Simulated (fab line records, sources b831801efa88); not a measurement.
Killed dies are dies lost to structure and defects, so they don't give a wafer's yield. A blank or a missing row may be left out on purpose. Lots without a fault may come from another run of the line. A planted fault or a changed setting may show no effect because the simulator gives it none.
Problem report in the 8D (eight disciplines) form, filled by code | flow sky130 | the parts of the form that need people (team, actions taken, sign-off) are left out

1. THE PROBLEM
METAL5_ALCU_RS at SKY_METAL5_RS_MEAS_05 reads a mean of 0.02953 ohm/sq on 1 wafer of 1 lot; wafers without a fault read 0.02705 ohm/sq with a standard deviation of 0.00029. That is +8.6 standard deviations from the usual mean.
The step: measures by four-point-probe.
First seen on wafer L367.3, day 47 12:32, on film_metro-02. The record holds 30 wafers of 10 lots with a number at this step. Rule for "out", or "out of limits": more than 4 standard deviations from the usual mean. The other wafers with a number count as sound.

2. WHAT IT IS AND WHAT IT IS NOT
question                    | is                | is not
which readings at this step | METAL5_ALCU_RS    | -
which lots                  | L367              | L352, L353, L354, L360, L362, L363, L365, L369, L374
which wafers of those lots  | L367.3            | L367.1, L367.5
read on which gauges        | film_metro-02     | film_metro-03, film_metro-04
when                        | from day 47 12:32 | up to then (23 sound wafers); but 6 sound wafers of L369, L374 came after

3. SUSPECTS, AND WHAT RULES EACH OUT
Counting: a tool at a process step up to the reading stays a suspect if it ran every lot that is out. Sound lots after the first of them don't rule it out here, since some wafers of a struck lot are sound.
- the gauge at SKY_METAL5_RS_MEAS_05: ruled out. All the wafers that are out were read on film_metro-02, but those of them that SKY_METAL5_SPUTTER_02 has rows for are out there too, on other tools.
- pvd_sputter-02 at SKY_VIA4_SPUTTER_17 (material TiN, target thk 20 nm, time 80 s): kept. It ran the lot that is out, L367 (day 47 11:40); its last sound lot up to then is L362 (day 46 03:51).
- pvd_sputter-03 at SKY_METAL5_SPUTTER_02 (material AlCu, target thk 1150 nm, time 61.2 s): kept. It ran the lot that is out, L367 (day 47 12:25); its last sound lot up to then is L362 (day 46 04:53). Its own readings are out on those wafers: chamber_pressure_pa, throttle_valve_pct.
Left after counting: pvd_sputter-02 at SKY_VIA4_SPUTTER_17, pvd_sputter-03 at SKY_METAL5_SPUTTER_02.

4. THE CAUSE (what the simulator had put in)
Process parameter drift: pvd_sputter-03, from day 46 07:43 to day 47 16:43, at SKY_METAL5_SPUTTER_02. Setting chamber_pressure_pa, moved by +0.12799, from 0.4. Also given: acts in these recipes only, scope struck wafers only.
Counting left 2 suspects, and this tool is among them.

5. THE CHAIN OF EFFECTS, in route order
Each row: a reading whose mean over the struck wafers that have a number lies more than 3 standard deviations from the usual. Only readings for which the record gives a usual standard deviation are gone through. hours: the time from each lot's start at the first step in this table that gives one to its start at this step, as a median over the lots. sigmas: the change in usual standard deviations.
hours | step                     | reading             | usual          | on struck wafers | change   | sigmas
0     | SKY_METAL5_SPUTTER_02    | chamber_pressure_pa | 0.4000 Pa      | 0.5283           | +0.1283  | +99 or more
0     | SKY_METAL5_SPUTTER_02    | throttle_valve_pct  | 30.5 %         | 26.0             | -4.5     | -4.5
0     | SKY_METAL5_RS_MEAS_05    | METAL5_ALCU_RS      | 0.02705 ohm/sq | 0.02953          | +0.00248 | +8.6
2     | SKY_METAL5_THK_MEAS_06   | METAL5_ALCU_THK     | 1141 nm        | 1071             | -70      | -5.4
19    | SKY_METAL5_METAL_ETCH_15 | oes_product_au      | 0.894 a.u.     | 0.866            | -0.028   | -5.6
The process steps in it:
- SKY_METAL5_SPUTTER_02: material AlCu, target thk 1150 nm, time 61.2 s.
- SKY_METAL5_METAL_ETCH_15: etches the open film in Cl2/BCl3, stops on SiO2, target depth 1260 nm, time 252 s.

6. WHAT WOULD HAVE CAUGHT IT SOONER
In this record the first reading out of limits at a measuring or inspecting step was taken at day 47 12:32, 29 hours after the fault began at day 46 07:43.
The tool's own readings at SKY_METAL5_SPUTTER_02 were out on every struck wafer that the step has a row for (chamber_pressure_pa, throttle_valve_pct): an alarm limit on them would have fired on the first of those.
All the lots that are out (1) had begun SKY_METAL5_SPUTTER_02 on pvd_sputter-03 by day 47 12:32. A hold on the tool at that time would have spared none of them.
